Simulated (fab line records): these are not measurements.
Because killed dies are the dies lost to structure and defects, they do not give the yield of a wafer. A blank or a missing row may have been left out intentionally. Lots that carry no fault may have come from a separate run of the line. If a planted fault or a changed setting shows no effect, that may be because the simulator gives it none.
Which of the tools did it? -- flow gf180mcu -- 6 lots, 18 wafers sampled, at 3 steps of a route of 602

== WHAT EACH GAUGE READ, for each wafer ==
GF_PASSIVATION_THK_MEAS_01.
lot,measured,on,PASSIVATION_CVD_00_THK (nm)
L317,day 29 09:40,film metro-02,1017 1025 1043
L322,day 30 22:05,film metro-03,1104 1137 1121
L330,day 32 23:22,film metro-04,1006 1022 1020
L332,day 33 11:59,film metro-04,1015 1019 1028
L336,day 34 07:21,film metro-02,1005 1041 1021
L339,day 34 23:28,film metro-03,1002 1003 1018

== WHAT TOOL EACH LOT RAN ON (gives the tool, then ch and the chambers of the sampled wafers, and finally the start) ==
lot,GF_TOP_METAL_SPUTTER_01,GF_PASSIVATION_CVD_00
L317,"pvd sputter-02, day 28 12:34","pecvd-02 ch 0,1, day 29 09:35"
L322,"pvd sputter-04, day 30 02:10","pecvd-04 ch 0,2, day 30 21:58"
L330,"pvd sputter-02, day 32 04:53","pecvd-02 ch 0,1,2, day 32 23:17"
L332,"pvd sputter-02, day 32 18:26","pecvd-01 ch 1,2, day 33 11:53"
L336,"pvd sputter-02, day 33 14:26","pecvd-01 ch 0,1,2, day 34 07:16"
L339,"pvd sputter-02, day 34 06:50","pecvd-01 ch 0,2, day 34 23:23"
- GF_TOP_METAL_SPUTTER_01: material TiN, target thk 30 nm, time 25 s.
- GF_PASSIVATION_CVD_00: deposits SiO2 from TEOS, target thk 1000 nm, time 113.4 s.

== THE ANSWER, worked out from the rows above alone ==
Rule: the lots themselves supply what counts as usual. The widest of any qualifying gaps counts: lots, ordered by their means at a reading, are off when they make up no more than a third of the lots, leave a main group of 4 or more, and stand apart from it by 3 or more times the standard deviation of that group's means. A main group is skipped when, at the precision printed for the reading in the tables above, its means are all equal. A lot without any number at a reading at which 4 lots or more have one is off too. The other lots that the step has rows for count as sound.
Off: L322, at GF_PASSIVATION_THK_MEAS_01 (PASSIVATION_CVD_00_THK). For the main group the mean is 1019 nm and the standard deviation 6.9.
A tool fits if, at a process step before that reading, it ran every lot that is off, and no sound lot after the first of them. Those tools and the gauges at GF_PASSIVATION_THK_MEAS_01 are tried in the same way. Undecided on this evidence; 2 tools fit (pvd sputter-04 at GF_TOP_METAL_SPUTTER_01, pecvd-04 at GF_PASSIVATION_CVD_00).

== WHAT THE SIMULATOR PUT IN ==
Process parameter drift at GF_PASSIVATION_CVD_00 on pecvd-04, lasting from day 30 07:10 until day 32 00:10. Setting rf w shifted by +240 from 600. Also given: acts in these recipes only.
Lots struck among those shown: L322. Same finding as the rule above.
